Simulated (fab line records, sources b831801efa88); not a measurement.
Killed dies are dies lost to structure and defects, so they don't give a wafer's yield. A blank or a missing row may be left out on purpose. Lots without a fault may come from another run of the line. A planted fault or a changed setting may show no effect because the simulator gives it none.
fab line records | flow gf180mcu
record lots=5 wafers=15 last_day=33
route steps=602 shown V3@429 M4@456
lots that met no fault: from a run of the same line without faults
start_h: hours from the record's first day to the start of the lot's first wafer shown | wait_h: hours since the lot's step before | " the same as in the row above | L1.1+2: a row that stands for several wafers | - no value, or no start given | * or withheld: withheld | < > ~ a bound
route shown NAME@n: a module of which the file shows steps, and the number in the route of the first | usual: mean/standard deviation of fault-free wafers | same: alike in all rows | chamber/n: place in a boat | sites: the reading at each site | _std_site: their standard deviation | _edge_site: outer sites' mean less inner sites' | radius_mm: how far each site lies from the wafer's centre | mask NAME#n: copy n | behind: the tool/chamber that last shaped the wafer | hold: why the lot was held/for how many hours/how that ended | device: the transistor (n, p or np) that didn't switch | end of line: the same wafers' tests at the end of the route | a step without rows: its recipe alone | killed: dies lost to structure and defects at the first sort, not the wafer's yield | map: a wafer's dies, x killed, . not, _ none there
set.NAME: the setting as run; set.NAME@STEP: as run at that earlier step | model.NAME: the simulator's own value behind a step, which no gauge read
lots at some steps of the route; a table a step, a row a wafer
services: from which hour (start_h, from the record's first day; less than 0 if before it) a tool's chamber was out of use, for how many hours, and why
## steps
# step GF_V3_CVD_00
# recipe material=SiO2 target_thk_nm=600 sigma_open_frac=0.3 temp_c=400 time_s=100 sih4_flow_sccm=60 pressure_mtorr=6
# columns lot.wafer tool chamber start_h wait_h
L079.2+3+4 hdpcvd-02 1,0,0 536.26 0.0
L083.1+2+4 hdpcvd-01 2,1,0 568.95 0.0
L086.1+2+3 hdpcvd-01 1,0,2 589.75 0.0
L087.2+3+4 hdpcvd-02 0,1,1 598.71 0.0
L093.2+5+6 hdpcvd-02 2,0,1 641.52 0.0
# step GF_V3_THK_MEAS_01
# recipe reads=SiO2_of_V3_CVD_00
# usual V3_CVD_00_THK=600/6.9
# columns lot.wafer tool chamber start_h wait_h V3_CVD_00_THK[nm]
L079.2 film_metro-02 - 536.35 0.0 598
L079.3 " - " " 602
L079.4 " - " " 605
L083.1 film_metro-02 - 569.02 0.0 612
L083.2 " - " " 603
L083.4 " - " " 604
L086.1 film_metro-01 - 589.82 0.0 603
L086.2 " - " " 606
L086.3 " - " " 603
L087.2 film_metro-02 - 598.80 0.0 602
L087.3 " - " " 595
L087.4 " - " " 595
L093.2 film_metro-01 - 641.60 0.0 590
L093.5 " - " " 600
L093.6 " - " " 586
# step GF_V3_CVD_02
# recipe material=SiO2 target_thk_nm=850 precursor=TEOS temp_c=400 time_s=94.851 rf_w=600
# usual heater_power_w=610/150
# columns lot.wafer tool chamber start_h wait_h heater_power_w
L079.2 pecvd-01 1 536.40 0.0 720
L079.3 " 0 " " 545
L079.4 " 0 " " 440
L083.1 pecvd-01 0 569.08 0.1 559
L083.2 " 1 " " 607
L083.4 " 0 " " 429
L086.1 pecvd-01 2 589.88 0.1 488
L086.2 " 0 " " 476
L086.3 " 1 " " 689
L087.2 pecvd-01 2 598.85 0.0 516
L087.3 " 0 " " 470
L087.4 " 0 " " 511
L093.2 pecvd-01 0 641.65 0.0 561
L093.5 " 1 " " 675
L093.6 " 0 " " 434
# step GF_V3_THK_MEAS_03
# recipe reads=SiO2_of_V3_CVD_02
# usual V3_CVD_02_THK=847/10
# columns lot.wafer tool chamber start_h wait_h V3_CVD_02_THK[nm]
L079.2 film_metro-04 - 536.48 0.0 843
L079.3 " - " " 829
L079.4 " - " " 843
L083.1 film_metro-01 - 569.15 0.0 836
L083.2 " - " " 849
L083.4 " - " " 858
L086.1 film_metro-04 - 589.95 0.0 842
L086.2 " - " " 844
L086.3 " - " " 848
L087.2 film_metro-02 - 598.92 0.0 843
L087.3 " - " " 832
L087.4 " - " " 843
L093.2 film_metro-04 - 641.73 0.0 853
L093.5 " - " " 857
L093.6 " - " " 863
# step GF_V3_CMP_04
# recipe material=SiO2 down_force_psi=4 platen_rpm=60 pad_velocity_m_s=0.94248
# usual motor_current_A=12.2/1.4 time_to_endpoint_s=79/4.8
# columns lot.wafer tool chamber start_h wait_h motor_current_A time_to_endpoint_s
L079.2 cmp-02 2 536.53 0.0 12.2 77
L079.4 " 3 " " 11.6 70
L079.3 " 1 " " 10.6 69
L083.1 cmp-01 0 569.26 0.1 11.4 80
L083.4 " 1 " " 10.8 87
L083.2 " 2 " " 11.2 85
L086.1 cmp-01 3 590.01 0.1 14.1 76
L086.2 " 0 " " 11.1 81
L086.3 " 2 " " 11.1 77
L087.4 cmp-01 3 598.97 0.0 13.9 75
L087.3 " 0 " " 11.2 74
L087.2 " 2 " " 11.4 77
L093.2 cmp-02 3 641.93 0.2 11.8 77
L093.6 " 0 " " 13.3 84
L093.5 " 1 " " 11.3 81
# step GF_V3_BOW_MEAS_05
# recipe mode=bow
# usual V3_BOW=118/9
# columns lot.wafer tool chamber start_h wait_h V3_BOW[um]
L079.2 film_metro-01 - 536.85 0.3 120
L079.3 " - " " 121
L079.4 " - " " 104
L083.1 film_metro-01 - 569.51 0.2 122
L083.2 " - " " 103
L083.4 " - " " 111
L086.1 film_metro-01 - 590.31 0.2 116
L086.2 " - " " 118
L086.3 " - " " 114
L087.2 film_metro-02 - 599.29 0.1 114
L087.3 " - " " 126
L087.4 " - " " 105
L093.2 film_metro-02 - 642.10 0.1 96
L093.5 " - " " 107
L093.6 " - " " 114
# step GF_V3_DEHYDRATE_06
# recipe temp_c=200 time_s=60
# usual chill_plate_temp_C=23.03/0.097 heater_power_total_W=160.36/0.12
# columns lot.wafer tool chamber start_h wait_h chill_plate_temp_C heater_power_total_W
L079.2 litho_track-03 0 547.18 10.3 23.10 160.22
L079.3 " 0 " " 23.21 160.31
L079.4 " 0 " " 23.00 160.44
L083.1 litho_track-01 0 580.20 10.7 23.14 160.45
L083.2 " 0 " " 23.17 160.40
L083.4 " 0 " " 23.13 160.20
L086.1 litho_track-01 0 599.85 9.5 23.10 160.23
L086.2 " 0 " " 23.08 160.26
L086.3 " 0 " " 23.13 160.23
L087.2 litho_track-03 0 609.42 10.1 23.17 160.40
L087.3 " 0 " " 23.07 160.55
L087.4 " 0 " " 23.01 160.47
L093.2 litho_track-03 0 651.42 9.3 23.01 160.25
L093.5 " 0 " " 23.05 160.40
L093.6 " 0 " " 23.13 160.41
# step GF_V3_HMDS_07
# recipe prime_time_s=60 prime_temp_c=120
# usual chill_plate_temp_C=23.01/0.11 prime_temp_c=119.99/0.13
# columns lot.wafer tool chamber start_h wait_h chill_plate_temp_C prime_temp_c
L079.2 litho_track-03 0 547.33 0.1 22.93 119.82
L079.3 " 0 " " 22.87 119.94
L079.4 " 0 " " 22.79 120.05
L083.1 litho_track-01 0 580.35 0.1 22.96 119.97
L083.2 " 0 " " 22.95 120.19
L083.4 " 0 " " 22.95 119.98
L086.1 litho_track-01 0 600.00 0.1 22.91 119.94
L086.2 " 0 " " 23.03 119.97
L086.3 " 0 " " 23.04 120.09
L087.2 litho_track-03 0 609.57 0.1 23.01 119.95
L087.3 " 0 " " 23.10 119.92
L087.4 " 0 " " 23.01 119.65
L093.2 litho_track-03 0 651.57 0.1 23.25 120.11
L093.5 " 0 " " 23.19 120.06
L093.6 " 0 " " 23.09 120.26
# step GF_V3_COAT_08
# recipe resist=BARC temp_c=withheld time_s=withheld spin_rpm=withheld resist_thk_nm=withheld
# usual chill_plate_temp_C=*
# columns lot.wafer tool chamber start_h wait_h chill_plate_temp_C
L079.2 litho_track-03 0 547.48 0.1 *
L079.3 " 0 " " *
L079.4 " 0 " " *
L083.1 litho_track-01 0 580.50 0.1 *
L083.2 " 0 " " *
L083.4 " 0 " " *
L086.1 litho_track-01 0 600.15 0.1 *
L086.2 " 0 " " *
L086.3 " 0 " " *
L087.2 litho_track-03 0 609.72 0.1 *
L087.3 " 0 " " *
L087.4 " 0 " " *
L093.2 litho_track-03 0 651.72 0.1 *
L093.5 " 0 " " *
L093.6 " 0 " " *
# step GF_V3_COAT_09
# recipe resist=KrF spin_rpm=withheld resist_thk_nm=1000
# usual chill_plate_temp_C=23.01/0.1
# columns lot.wafer tool chamber start_h wait_h chill_plate_temp_C
L079.2 litho_track-03 0 - - 23.15
L079.3 " 0 " " 23.13
L079.4 " 0 " " 23.14
L083.1 litho_track-01 0 - - 23.19
L083.2 " 0 " " 23.24
L083.4 " 0 " " 23.28
L086.1 litho_track-01 0 - - 22.93
L086.2 " 0 " " 22.95
L086.3 " 0 " " 22.92
L087.2 litho_track-03 0 - - 22.95
L087.3 " 0 " " 22.86
L087.4 " 0 " " 22.96
L093.2 litho_track-03 0 - - 23.10
L093.5 " 0 " " 23.03
L093.6 " 0 " " 23.00
# step GF_V3_SOFTBAKE_10
# recipe temp_c=130 time_s=60 resist=KrF
# usual chill_plate_temp_C=23.02/0.1 heater_power_total_W=93.05/0.06
# columns lot.wafer tool chamber start_h wait_h chill_plate_temp_C heater_power_total_W
L079.2 litho_track-03 0 - - 23.03 93.09
L079.3 " 0 " " 23.17 93.14
L079.4 " 0 " " 22.96 93.05
L083.1 litho_track-01 0 - - 22.86 93.08
L083.2 " 0 " " 22.89 93.07
L083.4 " 0 " " 23.02 93.02
L086.1 litho_track-01 0 - - 22.96 93.08
L086.2 " 0 " " 23.16 93.14
L086.3 " 0 " " 22.85 93.08
L087.2 litho_track-03 0 - - 22.72 93.06
L087.3 " 0 " " 22.97 93.08
L087.4 " 0 " " 22.87 92.96
L093.2 litho_track-03 0 - - 22.88 93.08
L093.5 " 0 " " 22.85 93.02
L093.6 " 0 " " 22.91 93.11
# step GF_V3_EXPOSE_11
# recipe mask_id=Via3 target_cd_nm=260 na=0.68 source_shape=conventional sigma_outer=0.6 dose_mj=38
# columns lot.wafer tool chamber start_h wait_h mask
L079.2+3+4 krf_scanner-01 0 - - Via3#0
L083.1+2+4 krf_scanner-01 0 - - Via3#0
L086.1+2+3 krf_scanner-01 0 - - Via3#0
L087.2+3+4 krf_scanner-01 0 - - Via3#0
L093.2+5+6 krf_scanner-01 0 - - Via3#0
# step GF_V3_PEB_12
# recipe peb_temp_c=135 peb_time_s=90 resist=KrF
# usual chill_plate_temp_C=23.00/0.12 heater_power_total_W=85.70/0.089
# columns lot.wafer tool chamber start_h wait_h chill_plate_temp_C heater_power_total_W
L079.2 litho_track-01 0 - - 22.96 85.67
L079.3 " 0 " " 22.91 85.78
L079.4 " 0 " " 23.04 85.68
L083.1 litho_track-01 0 - - 23.07 85.57
L083.2 " 0 " " 23.03 85.75
L083.4 " 0 " " 23.07 85.65
L086.1 litho_track-01 0 - - 23.02 85.73
L086.2 " 0 " " 22.84 85.73
L086.3 " 0 " " 23.03 85.67
L087.2 litho_track-04 0 - - 23.08 85.78
L087.3 " 0 " " 23.29 85.84
L087.4 " 0 " " 23.10 85.81
L093.2 litho_track-04 0 - - 22.82 85.83
L093.5 " 0 " " 22.95 85.56
L093.6 " 0 " " 22.79 85.68
# step GF_V3_DEVELOP_13
# recipe develop_time_s=60 resist=KrF dev_temp_c=21
# usual chill_plate_temp_C=23.01/0.12 developer_temp_C=20.98/0.1
# columns lot.wafer tool chamber start_h wait_h chill_plate_temp_C developer_temp_C
L079.2 litho_track-01 0 559.08 0.2 23.05 20.92
L079.3 " 0 " " 23.04 20.81
L079.4 " 0 " " 22.96 20.89
L083.1 litho_track-01 0 591.15 0.2 23.03 21.14
L083.2 " 0 " " 23.03 21.22
L083.4 " 0 " " 22.97 21.02
L086.1 litho_track-01 0 610.90 0.2 23.02 21.13
L086.2 " 0 " " 22.89 21.10
L086.3 " 0 " " 22.68 21.15
L087.2 litho_track-04 0 620.04 0.2 23.09 20.99
L087.3 " 0 " " 22.98 21.00
L087.4 " 0 " " 22.99 20.88
L093.2 litho_track-04 0 660.99 0.2 22.96 21.14
L093.5 " 0 " " 23.13 21.17
L093.6 " 0 " " 22.91 20.84
# step GF_V3_CD_MEAS_14
# recipe target_cd_nm=260
# usual cd_nm=259.7/1.3
# columns lot.wafer tool chamber start_h wait_h cd_nm
L079.2 cd_sem-01 - 559.22 0.1 260.4
L079.3 " - " " 260.1
L079.4 " - " " 260.5
L083.1 cd_sem-01 - 591.30 0.1 258.8
L083.2 " - " " 258.9
L083.4 " - " " 259.1
L086.1 cd_sem-01 - 611.05 0.1 259.8
L086.2 " - " " 260.1
L086.3 " - " " 260.9
L087.2 cd_sem-02 - 620.18 0.1 260.9
L087.3 " - " " 260.4
L087.4 " - " " 260.2
L093.2 cd_sem-01 - 661.13 0.1 260.0
L093.5 " - " " 259.7
L093.6 " - " " 259.3
# step GF_V3_OVL_MEAS_15
# usual V3_OVL=-2/6.6
# columns lot.wafer tool chamber start_h wait_h V3_OVL[nm]
L079.2 overlay-02 - 559.33 0.1 -14
L079.3 " - " " -15
L079.4 " - " " -12
L083.1 overlay-01 - 591.42 0.1 -2
L083.2 " - " " -5
L083.4 " - " " -8
L086.1 overlay-01 - 611.17 0.1 4
L086.2 " - " " 5
L086.3 " - " " 5
L087.2 overlay-02 - 620.29 0.1 -2
L087.3 " - " " -2
L087.4 " - " " 0
L093.2 overlay-02 - 661.24 0.1 -3
L093.5 " - " " -2
L093.6 " - " " 6
# step GF_V3_ETCH_16
# recipe chemistry=N2/H2 target_depth_a=withheld overetch_a=withheld time_s=withheld target=BARC ion_energy_ev=200 source_w=500 bias_w=100 pressure_mtorr=30 n2_flow_sccm=100 h2_flow_sccm=200
# usual drypump_motor_current_A=5.9/0.46 oes_product_au=0.853/0.0045 throttle_valve_pct=13.225/0.0092
# columns lot.wafer tool chamber start_h wait_h drypump_motor_current_A oes_product_au throttle_valve_pct
L079.2 rie_diel-04 1 559.36 0.0 6.7 0.847 13.205
L079.3 " 2 " " 5.1 0.857 13.228
L079.4 " 0 " " 6.1 0.856 13.228
L083.1 rie_diel-04 3 591.46 0.0 6.0 0.856 13.220
L083.2 " 2 " " 5.1 0.850 13.230
L083.4 " 1 " " 6.7 0.855 13.225
L086.1 rie_diel-04 1 611.21 0.0 6.7 0.856 13.217
L086.2 " 0 " " 6.1 0.848 13.226
L086.3 " 3 " " 6.0 0.857 13.240
L087.2 rie_diel-02 0 620.32 0.0 6.1 0.851 13.209
L087.3 " 2 " " 6.3 0.856 13.233
L087.4 " 3 " " 5.6 0.855 13.214
L093.2 rie_diel-04 0 661.27 0.0 6.1 0.843 13.221
L093.5 " 3 " " 6.0 0.853 13.227
L093.6 " 0 " " 6.1 0.861 13.216
# step GF_V3_ETCH_17
# recipe chemistry=C4F8/O2/Ar mask_material=KrF target=SiO2 stop_on=TiN source_w=1500 bias_w=1200 pressure_mtorr=40 c4f8_flow_sccm=withheld O2_flow_sccm=6 Ar_flow_sccm=300 time_s=withheld target_depth_a=6350
# usual oes_product_au=0.856/0.0049
# columns lot.wafer tool chamber start_h wait_h oes_product_au
L079.2 rie_diel-04 1 - - 0.853
L079.3 " 2 " " 0.861
L079.4 " 0 " " 0.858
L083.1 rie_diel-04 3 - - 0.865
L083.2 " 2 " " 0.867
L083.4 " 1 " " 0.857
L086.1 rie_diel-04 1 - - 0.862
L086.2 " 0 " " 0.862
L086.3 " 3 " " 0.857
L087.2 rie_diel-02 0 - - 0.854
L087.3 " 2 " " 0.865
L087.4 " 3 " " 0.852
L093.2 rie_diel-04 0 - - 0.862
L093.5 " 3 " " 0.845
L093.6 " 0 " " 0.867
# step GF_V3_STRIP_18
# recipe chemistry=O2/N2 power_w=1400 pressure_mtorr=1500 platen_temp_c=250 o2_flow_sccm=3000 n2_flow_sccm=300 overash_fraction=0.5
# usual drypump_motor_current_A=5.6/0.33 heater_power_w=322/10 oes_product_au=0.592/0.0049
# columns lot.wafer tool chamber start_h wait_h drypump_motor_current_A heater_power_w oes_product_au rf_hours_counter_h
L079.2 plasma_asher-03 1 559.49 - 6.3 326 0.600 79
L079.3 " 1 " " 6.2 338 0.590 -
L079.4 " 0 " " 5.4 329 0.585 -
L083.1 plasma_asher-01 1 591.59 - 5.3 326 0.592 101
L083.2 " 0 " " 5.5 306 0.599 101
L083.4 " 0 " " 5.5 311 0.590 -
L086.1 plasma_asher-01 0 611.34 - 5.5 306 0.595 103
L086.2 " 1 " " 5.3 327 0.590 103
L086.3 " 0 " " 5.5 315 0.599 -
L087.2 plasma_asher-02 1 620.45 - 5.8 301 0.596 18
L087.3 " 1 " " 5.8 310 0.592 -
L087.4 " 0 " " 5.5 326 0.591 -
L093.2 plasma_asher-03 1 661.40 - 6.3 342 0.591 88
L093.5 " 0 " " 5.4 332 0.593 -
L093.6 " 1 " " 6.2 326 0.592 -
# step GF_V3_STRIP_19
# recipe chemistry=post_etch_residue_remover time_s=1200 temp_c=72.5
# columns lot.wafer tool chamber start_h wait_h
L079.2+3+4 wet_bench-03 1 559.59 0.1
L083.1+2+4 wet_bench-03 0 591.69 0.1
L086.1+2+3 wet_bench-03 1 611.44 0.1
L087.2+3+4 wet_bench-04 3 620.55 0.1
L093.2+5+6 wet_bench-01 3 661.50 0.1
# step GF_V3_CLEAN_20
# recipe chemistry=DIW dry=n2_spin
# columns lot.wafer tool chamber start_h wait_h
L079.2+3+4 wet_bench-01 2 559.96 0.0
L083.1+2+4 wet_bench-01 1 592.03 0.0
L086.1+2+3 wet_bench-01 2 611.78 0.0
L087.2+3+4 wet_bench-04 3 620.89 0.0
L093.2+5+6 wet_bench-04 0 661.87 0.0
# step GF_V3_SPUTTER_21
# recipe material=Ti target_thk_nm=15 chamber_pressure_pa=5 power_w=2500 substrate_temp_c=200 time_s=80.02
# usual throttle_valve_pct=29.8/0.71
# columns lot.wafer tool chamber start_h wait_h throttle_valve_pct
L079.2 pvd_sputter-03 - 560.06 0.0 30.0
L079.3 " - " " 29.6
L079.4 " - " " 30.7
L083.1 pvd_sputter-01 - 592.12 0.0 29.2
L083.2 " - " " 29.6
L083.4 " - " " 29.0
L086.1 pvd_sputter-04 - 611.88 0.0 29.9
L086.2 " - " " 28.5
L086.3 " - " " 30.7
L087.2 pvd_sputter-01 - 620.98 0.0 29.7
L087.3 " - " " 30.8
L087.4 " - " " 29.2
L093.2 pvd_sputter-04 - 661.96 0.0 29.3
L093.5 " - " " 30.1
L093.6 " - " " 28.9
# step GF_V3_SPUTTER_22
# recipe material=TiN target_thk_nm=10 chamber_pressure_pa=5 power_w=4000 time_s=40
# usual throttle_valve_pct=29.8/0.69
# columns lot.wafer tool chamber start_h wait_h throttle_valve_pct
L079.2 pvd_sputter-03 - 560.12 0.0 30.0
L079.3 " - " " 29.4
L079.4 " - " " 31.0
L083.1 pvd_sputter-01 - 592.18 0.0 29.2
L083.2 " - " " 29.7
L083.4 " - " " 29.1
L086.1 pvd_sputter-04 - 611.94 0.0 30.3
L086.2 " - " " 29.1
L086.3 " - " " 30.3
L087.2 pvd_sputter-01 - 621.04 0.0 29.8
L087.3 " - " " 30.9
L087.4 " - " " 28.9
L093.2 pvd_sputter-04 - 662.02 0.0 29.2
L093.5 " - " " 30.1
L093.6 " - " " 28.7
# step GF_V3_CVD_23
# recipe material=W target_thk_nm=350 time_s=104.9 temp_c=400 pressure_torr=40
# usual heater_power_w=881/120
# columns lot.wafer tool chamber start_h wait_h heater_power_w
L079.2 cvd_w-01 1 560.16 0.0 1003
L079.3 " 0 " " 814
L079.4 " 1 " " 981
L083.1 cvd_w-01 1 592.22 0.0 994
L083.2 " 0 " " 851
L083.4 " 0 " " 821
L086.1 cvd_w-01 1 611.98 0.0 965
L086.2 " 0 " " 821
L086.3 " 0 " " 851
L087.2 cvd_w-02 1 621.08 0.0 685
L087.3 " 1 " " 689
L087.4 " 0 " " 982
L093.2 cvd_w-02 0 662.06 0.0 990
L093.5 " 0 " " 973
L093.6 " 1 " " 692
# step GF_V3_RS_MEAS_24
# recipe thk_meas_gauge=four-point-probe reads=W_of_V3_CVD_23+TiN_of_V3_SPUTTER_22+Ti_of_V3_SPUTTER_21
# usual V3_W_RS=0.327/0.0034
# columns lot.wafer tool chamber start_h wait_h V3_W_RS[ohm/sq]
L079.2 film_metro-02 - 560.29 0.1 0.333
L079.3 " - " " 0.331
L079.4 " - " " 0.330
L083.1 film_metro-02 - 592.33 0.1 0.328
L083.2 " - " " 0.327
L083.4 " - " " 0.330
L086.1 film_metro-02 - 612.09 0.1 0.324
L086.2 " - " " 0.329
L086.3 " - " " 0.325
L087.2 film_metro-04 - 621.21 0.1 0.322
L087.3 " - " " 0.326
L087.4 " - " " 0.326
L093.2 film_metro-01 - 662.19 0.1 0.323
L093.5 " - " " 0.327
L093.6 " - " " 0.324
# step GF_V3_THK_MEAS_25
# recipe thk_meas_gauge=xrf reads=W_of_V3_CVD_23
# usual V3_W_THK=345/4.1
# columns lot.wafer tool chamber start_h wait_h V3_W_THK[nm]
L079.2 film_metro-02 - 560.40 0.1 342
L079.3 " - " " 343
L079.4 " - " " 344
L083.1 film_metro-02 - 592.45 0.1 346
L083.2 " - " " 348
L083.4 " - " " 345
L086.1 film_metro-02 - 612.21 0.1 351
L086.2 " - " " 348
L086.3 " - " " 351
L087.2 film_metro-04 - 621.32 0.1 351
L087.3 " - " " 346
L087.4 " - " " 344
L093.2 film_metro-01 - 662.30 0.1 347
L093.5 " - " " 343
L093.6 " - " " 346
# step GF_V3_CMP_26
# recipe stop_on=SiO2 down_force_psi=3.5 platen_rpm=60 t_overpolish_s=15 target_thk_nm=0 pad_velocity_m_s=0.94248
# usual motor_current_A=11.1/1.3 overpolish_run_s=14.999/0.0096 time_to_endpoint_s=85/3.5
# columns lot.wafer tool chamber start_h wait_h motor_current_A overpolish_run_s time_to_endpoint_s
L079.3 cmp-01 0 560.45 0.0 10.4 14.994 90
L079.2 " 1 " " 10.3 14.995 86
L079.4 " 3 " " 13.8 14.996 89
L083.2 cmp-01 0 592.51 0.0 10.8 15.009 85
L083.1 " 2 " " 9.9 15.003 80
L083.4 " 3 " " 13.2 15.010 81
L086.2 cmp-02 1 612.32 0.1 10.4 15.001 84
L086.1 " 2 " " 11.3 14.995 89
L086.3 " 3 " " 10.4 15.009 81
L087.2 cmp-02 0 621.37 0.0 13.5 14.996 87
L087.3 " 1 " " 10.2 15.009 86
L087.4 " 3 " " 10.6 14.988 82
L093.2 cmp-02 0 662.35 0.0 13.5 14.993 85
L093.5 " 0 " " 13.4 15.007 86
L093.6 " 1 " " 10.0 15.008 88
# step GF_M4_SPUTTER_00
# recipe material=Ti target_thk_nm=37.5 arriving_ion_energy_ev=80 substrate_temp_c=200 chamber_pressure_pa=2 power_w=4000 time_s=150
# usual throttle_valve_pct=30.0/0.86
# columns lot.wafer tool chamber start_h wait_h throttle_valve_pct
L079.2 pvd_sputter-01 - 560.75 0.2 29.1
L079.3 " - " " 29.0
L079.4 " - " " 30.7
L083.1 pvd_sputter-02 - 592.81 0.1 28.9
L083.2 " - " " 31.6
L083.4 " - " " 30.1
L086.1 pvd_sputter-03 - 612.57 0.1 30.0
L086.2 " - " " 29.6
L086.3 " - " " 29.6
L087.2 pvd_sputter-02 - 621.67 0.2 32.0
L087.3 " - " " 29.9
L087.4 " - " " 30.5
L093.2 pvd_sputter-02 - 662.65 0.2 28.9
L093.5 " - " " 31.7
L093.6 " - " " 30.0
# step GF_M4_SPUTTER_01
# recipe material=TiN target_thk_nm=30 power_w=6500 time_s=25 chamber_pressure_pa=0.4
# usual throttle_valve_pct=30.0/0.86
# columns lot.wafer tool chamber start_h wait_h throttle_valve_pct
L079.2 pvd_sputter-01 - 560.85 0.1 29.0
L079.3 " - " " 29.1
L079.4 " - " " 30.7
L083.1 pvd_sputter-02 - 592.91 0.1 28.7
L083.2 " - " " 31.9
L083.4 " - " " 30.7
L086.1 pvd_sputter-03 - 612.67 0.1 30.1
L086.2 " - " " 29.4
L086.3 " - " " 29.4
L087.2 pvd_sputter-02 - 621.77 0.1 31.8
L087.3 " - " " 30.0
L087.4 " - " " 30.6
L093.2 pvd_sputter-02 - 662.75 0.1 28.8
L093.5 " - " " 31.6
L093.6 " - " " 30.5
# step GF_M4_SPUTTER_02
# recipe material=AlCu target_thk_nm=450 power_w=10600 time_s=23.9 chamber_pressure_pa=0.4
# usual throttle_valve_pct=30.0/0.88
# columns lot.wafer tool chamber start_h wait_h throttle_valve_pct
L079.2 pvd_sputter-01 - 560.88 0.0 29.2
L079.3 " - " " 29.0
L079.4 " - " " 30.8
L083.1 pvd_sputter-02 - 592.94 0.0 29.0
L083.2 " - " " 31.7
L083.4 " - " " 30.4
L086.1 pvd_sputter-03 - 612.70 0.0 30.0
L086.2 " - " " 29.6
L086.3 " - " " 29.5
L087.2 pvd_sputter-02 - 621.80 0.0 31.9
L087.3 " - " " 30.1
L087.4 " - " " 30.8
L093.2 pvd_sputter-02 - 663.82 1.1 28.8
L093.5 " - " " 31.6
L093.6 " - " " 29.9
# step GF_M4_SPUTTER_03
# recipe material=Ti target_thk_nm=10 substrate_temp_c=300 chamber_pressure_pa=0.3 power_w=3000 time_s=6.7
# usual throttle_valve_pct=30.0/0.85
# columns lot.wafer tool chamber start_h wait_h throttle_valve_pct
L079.2 pvd_sputter-01 - 560.91 0.0 29.4
L079.3 " - " " 29.0
L079.4 " - " " 31.0
L083.1 pvd_sputter-02 - 592.97 0.0 28.8
L083.2 " - " " 31.4
L083.4 " - " " 30.6
L086.1 pvd_sputter-03 - 612.73 0.0 30.0
L086.2 " - " " 29.6
L086.3 " - " " 29.3
L087.2 pvd_sputter-02 - 621.83 0.0 31.5
L087.3 " - " " 30.0
L087.4 " - " " 30.5
L093.2 pvd_sputter-02 - 663.85 0.0 28.8
L093.5 " - " " 31.7
L093.6 " - " " 30.1
# step GF_M4_SPUTTER_04
# recipe material=TiN target_thk_nm=50 power_w=6500 time_s=41.7 chamber_pressure_pa=0.4
# usual throttle_valve_pct=30.0/0.88
# columns lot.wafer tool chamber start_h wait_h throttle_valve_pct
L079.2 pvd_sputter-01 - 560.93 0.0 29.2
L079.3 " - " " 29.2
L079.4 " - " " 30.7
L083.1 pvd_sputter-02 - 592.99 0.0 28.7
L083.2 " - " " 31.7
L083.4 " - " " 30.5
L086.1 pvd_sputter-03 - 612.75 0.0 29.9
L086.2 " - " " 29.4
L086.3 " - " " 29.5
L087.2 pvd_sputter-02 - 621.85 0.0 31.6
L087.3 " - " " 30.3
L087.4 " - " " 30.7
L093.2 pvd_sputter-02 - 663.87 0.0 28.9
L093.5 " - " " 31.7
L093.6 " - " " 30.0
# step GF_M4_RS_MEAS_05
# recipe thk_meas_gauge=four-point-probe reads=TiN_of_M4_SPUTTER_04+Ti_of_M4_SPUTTER_03+AlCu_of_M4_SPUTTER_02+TiN_of_M4_SPUTTER_01+Ti_of_M4_SPUTTER_00
# usual M4_ALCU_RS=0.0696/0.00077
# columns lot.wafer tool chamber start_h wait_h M4_ALCU_RS[ohm/sq]
L079.2 film_metro-02 - 560.99 0.0 0.0690
L079.3 " - " " 0.0698
L079.4 " - " " 0.0691
L083.1 film_metro-02 - 593.03 0.0 0.0692
L083.2 " - " " 0.0694
L083.4 " - " " 0.0694
L086.1 film_metro-03 - 612.79 0.0 0.0695
L086.2 " - " " 0.0692
L086.3 " - " " 0.0690
L087.2 film_metro-03 - 621.91 0.0 0.0697
L087.3 " - " " 0.0696
L087.4 " - " " 0.0699
L093.2 film_metro-03 - 663.93 0.0 0.0696
L093.5 " - " " 0.0702
L093.6 " - " " 0.0695
# step GF_M4_THK_MEAS_06
# recipe thk_meas_gauge=xrf reads=AlCu_of_M4_SPUTTER_02
# usual M4_ALCU_THK=446/5.4
# columns lot.wafer tool chamber start_h wait_h M4_ALCU_THK[nm]
L079.2 film_metro-02 - 561.10 0.1 450
L079.3 " - " " 447
L079.4 " - " " 450
L083.1 film_metro-02 - 593.15 0.1 446
L083.2 " - " " 443
L083.4 " - " " 446
L086.1 film_metro-03 - 612.91 0.1 445
L086.2 " - " " 450
L086.3 " - " " 452
L087.2 film_metro-03 - 622.02 0.1 444
L087.3 " - " " 448
L087.4 " - " " 446
L093.2 film_metro-03 - 664.04 0.1 443
L093.5 " - " " 438
L093.6 " - " " 446
# step GF_M4_DEHYDRATE_07
# recipe temp_c=200 time_s=60
# usual chill_plate_temp_C=23.02/0.11 heater_power_total_W=160.38/0.13
# columns lot.wafer tool chamber start_h wait_h chill_plate_temp_C heater_power_total_W
L079.2 litho_track-02 0 571.73 10.6 22.91 160.42
L079.3 " 0 " " 23.06 160.47
L079.4 " 0 " " 23.13 160.38
L083.1 litho_track-01 0 603.25 10.1 22.89 160.34
L083.2 " 0 " " 22.86 160.29
L083.4 " 0 " " 22.82 160.52
L086.1 litho_track-02 0 622.35 9.4 22.85 160.52
L086.2 " 0 " " 23.03 160.69
L086.3 " 0 " " 22.93 160.17
L087.2 litho_track-03 0 631.67 9.6 23.00 160.51
L087.3 " 0 " " 23.08 160.20
L087.4 " 0 " " 22.95 160.44
L093.2 litho_track-03 0 673.37 9.3 23.06 160.29
L093.5 " 0 " " 23.06 160.56
L093.6 " 0 " " 23.06 160.38
## services
# columns tool chamber start_h hours kind
plasma_asher-02 - 519.90 7.4 repair
plasma_asher-01 - 530.68 2.8 pm
krf_scanner-01 - 537.47 1.0 pm
hdpcvd-02 - 539.25 15.0 pm
pvd_sputter-04 - 549.36 1.3 repair
cmp-02 - 553.18 1.6 repair
plasma_asher-02 - 556.33 2.8 pm
cmp-01 - 565.85 0.8 repair
wet_bench-03 - 569.11 1.0 repair
cmp-01 - 572.18 4.0 pm
pvd_sputter-01 2 573.43 - consumable_replace:kit
plasma_asher-03 - 577.25 18.3 repair
cmp-02 - 577.55 0.8 repair
wet_bench-03 - 603.04 4.9 repair
wet_bench-01 - 617.11 4.3 repair
rie_diel-02 2 620.68 12.8 repair
pvd_sputter-02 3 640.70 - consumable_replace:kit
pvd_sputter-02 3 640.70 18.0 scheduled_down
pvd_sputter-02 3 640.70 18.0 vent_cycle
cmp-01 - 647.93 2.7 pm
cmp-02 - 649.32 9.6 repair
pvd_sputter-01 - 650.81 1.4 repair
krf_scanner-01 - 652.56 1.3 pm
rie_diel-04 - 673.03 4.0 pm
## key
fault none
